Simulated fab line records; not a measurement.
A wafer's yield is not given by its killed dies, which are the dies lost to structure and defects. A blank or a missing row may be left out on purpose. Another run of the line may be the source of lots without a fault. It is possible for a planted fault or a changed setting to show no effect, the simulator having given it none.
Struck lot and sound lot, side by side | flow sky130 | 14 steps out of a route of 708
Sound: the wafers L773.2, L773.3, L773.5. Struck: wafers L779.2, L779.3, L779.5. The cause is given at the end.
Per side, at each step with rows, come the tool, then ch with its chambers, and then its first start. Under that, the readings that differ: sound wafers | struck wafers | difference of the means | sigmas: that difference in standard deviations of wafers without a fault.
alike: readings whose means differ by less than 2 such deviations, and words and numbers that are the same on both sides. not compared: withheld readings, readings that some wafer has no value for, bounds like >300 that may hide the same value, and numbers for which the record gives no deviation and whose values overlap.
The two part at a step that has a row with sigmas, a row that says differs or no value, or rows on one side only. Numbers that have no deviation but don't overlap get no sigmas and don't part them. A reading missing from all wafers of one side parts the sides only when that side holds two or more wafers.

SKY_METAL2_SPUTTER_01: material TiN, target thk 20 nm, time 16.7 s.
  struck on pvd-sputter-02, day 39 03:06; sound on pvd-sputter-04, day 37 00:17
  alike: throttle-valve-pct
SKY_METAL2_SPUTTER_02: material AlCu, target thk 250 nm, time 13.3 s.
  struck on pvd-sputter-02, day 39 03:08; sound on pvd-sputter-04, day 37 00:19
  alike: throttle-valve-pct
SKY_METAL2_SPUTTER_03: material Ti, target thk 5 nm, time 3.3 s.
  struck on pvd-sputter-02, day 39 03:09; sound on pvd-sputter-04, day 37 00:20
  alike: throttle-valve-pct
SKY_METAL2_SPUTTER_04: material TiN, target thk 70 nm, time 58.3 s.
  struck on pvd-sputter-02, day 39 03:10; sound on pvd-sputter-04, day 37 00:22
  alike: throttle-valve-pct
SKY_METAL2_RS_MEAS_05: measures by four-point-probe.
  struck on film-metro-04, day 39 03:14; sound on film-metro-04, day 37 00:26
  alike: METAL2_ALCU_RS
SKY_METAL2_THK_MEAS_06: measures by xrf.
  struck on film-metro-04, day 39 03:21; sound on film-metro-04, day 37 00:32
  alike: METAL2_ALCU_THK
then, 6 steps without rows for these wafers: SKY_METAL2_DEHYDRATE_07 (time 60 s); SKY_METAL2_HMDS_08 (prime time 60 s); SKY_METAL2_COAT_09 (resist thk 60 nm); SKY_METAL2_COAT_10 (resist thk 450 nm); SKY_METAL2_SOFTBAKE_11 (time 90 s); SKY_METAL2_EXPOSE_12 (exposes mask MM2, target cd 140 nm).
SKY_METAL2_PEB_13:
  struck on litho-track-03, day 40 03:00; sound on litho-track-01 ch 0, day 38 01:00
  reading         | sound          | struck | difference                    | sigmas
  exhaust-pa (Pa) | 44.1 44.6 44.9 | - - -  | no value on the struck wafers |
  not compared: chill-plate-temp-C
then, 1 step without rows for these wafers: SKY_METAL2_DEVELOP_14 (develop time 60 s).

== WHERE THEY PART ==
SKY_METAL2_PEB_13 only, going by this record.

WHY: whatever the simulator had introduced
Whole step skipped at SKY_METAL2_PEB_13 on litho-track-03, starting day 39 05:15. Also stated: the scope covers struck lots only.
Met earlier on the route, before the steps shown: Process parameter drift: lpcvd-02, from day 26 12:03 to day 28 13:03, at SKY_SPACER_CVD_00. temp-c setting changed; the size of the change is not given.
